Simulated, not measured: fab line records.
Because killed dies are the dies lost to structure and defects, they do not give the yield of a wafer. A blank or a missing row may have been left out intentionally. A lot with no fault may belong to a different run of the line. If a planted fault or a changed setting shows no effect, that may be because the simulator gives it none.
A lot that was struck, set against a sound lot :: flow sky130 :: 17 steps out of a route of 708
Sound: wafers L261.1, L261.3, L261.6. Wafers struck: L260.3, L260.5, L260.6. Last of all comes the cause.
Order at every step that has rows: each side's tool, ch and its chambers, its first start. Under that, the readings that differ: sound wafers :: struck wafers :: difference of the means :: sigmas: that difference in standard deviations of wafers without a fault.
alike: words and numbers the same on both sides, and readings whose means are apart by under 2 such deviations; not compared: readings that were withheld, readings missing a value for some wafer, numbers with overlapping values and no deviation given by the record, and bounds like >300 which may hide the same value.
A row with sigmas, a row that says differs or no value, or rows on one side alone: a step with any of these is where the two part. Numbers that have no deviation but don't overlap get no sigmas and don't part them. Lack of a reading on every wafer of one side parts them only where that side has two or more wafers.

SKY_LDD_P_OVL_MEAS_08:
  sound: overlay-01 at day 22 09:45; struck: overlay-01 at day 22 01:46
  alike: LDD_P_OVL
then, 1 step without rows for these wafers: SKY_LDD_P_IMPLANT_09.
SKY_LDD_P_STRIP_10: strips in O2/N2.
  sound on plasma asher-04 ch 0,1, day 22 09:56; struck on plasma asher-01 ch 0,1, day 22 01:58
  alike: drypump motor current A, oes product au, strip time to endpoint s
  not compared: rf hours counter h
SKY_LDD_P_TW_MEAS_11:
  sound: film metro-02 at day 22 10:02; struck: film metro-01 at day 22 02:03
reading: LDD_P_TW
sound: 644 645 643
struck: 629 630 629
difference: -15
sigmas: -2
then, 7 steps without rows for these wafers: SKY_LDD_HVN_DEHYDRATE_00 (time 60 s); SKY_LDD_HVN_HMDS_01 (prime time 60 s); SKY_LDD_HVN_COAT_02 (resist thk 300 nm); SKY_LDD_HVN_SOFTBAKE_03 (time 60 s); SKY_LDD_HVN_EXPOSE_04 (exposes mask HVNTM, target cd 700 nm); SKY_LDD_HVN_PEB_05; SKY_LDD_HVN_DEVELOP_06 (develop time 60 s).
SKY_LDD_HVN_OVL_MEAS_07:
  sound: overlay-02 at day 23 16:25; struck: overlay-02 at day 23 08:38
  alike: LDD_HVN_OVL
SKY_LDD_HVN_IMPLANT_08:
  sound on implanter-03 ch 0, day 23 16:28; struck on implanter-04 ch 0, day 23 08:43
  alike: end station pressure torr
SKY_LDD_HVN_STRIP_09: strips in O2/N2.
  sound on plasma asher-02 ch 0,1, day 23 16:37; struck on plasma asher-01 ch 0,1, day 23 08:50
  alike: drypump motor current A, oes product au, strip time to endpoint s
  not compared: rf hours counter h
SKY_LDD_HVN_TW_MEAS_10:
  sound: film metro-03 at day 23 16:49; struck: film metro-02 at day 23 08:56
reading: LDD_HVN_TW
sound: 1442 1449 1449
struck: 1416 1400 1410
difference: -38
sigmas: -4
then, 1 step without rows for these wafers: SKY_LDD_HVP_DEHYDRATE_00 (time 60 s).
-- here the record skips 24 days between the struck wafers' starts before and after, leaving off in module LDD_HVP and picking up in module PAD_OPEN (first step shown: number 708 of the route) --
SKY_PAD_OPEN_PROBE_99:
  sound: prober-01 at day 48 03:22; struck: prober-02 at day 47 20:48
reading: model.etest.tip_n_5v.rs ohm sq
sound: 1396 1393 1392
struck: 1606 1610 1601
difference: +212
sigmas: 

reading: model.etest.tip_n_5v.rs ohm sq range
sound: 24.18 33.21 26.32
struck: 206.9 206 192.4
difference: +173.9
sigmas: 

reading: model.etest.tip_n_5v.rs ohm sq rim less centre
sound: -2.073 8.383 13.31
struck: -88.49 -95.15 -83.34
difference: -95.53
sigmas: 

reading: model.etest.nfet g5v0d10v5.r on ohm um
sound: 1911 1880 1908
struck: 1949 1935 1946
difference: +44
sigmas: 
  alike: killed_at_M0_to_M3, killed_at_M4_up, killed at contacts, killed at front end, killed at other, killed dies, killed open, killed short
  not compared: model.etest.nfet g5v0d10v5.vt v range

## WHERE THEY PART
Earliest at SKY_LDD_P_TW_MEAS_11; latest, in this record, at SKY_LDD_HVN_TW_MEAS_10. Later steps at which nothing parts them and some readings are alike: SKY_PAD_OPEN_PROBE_99.

WHY: what had been put in by the simulator
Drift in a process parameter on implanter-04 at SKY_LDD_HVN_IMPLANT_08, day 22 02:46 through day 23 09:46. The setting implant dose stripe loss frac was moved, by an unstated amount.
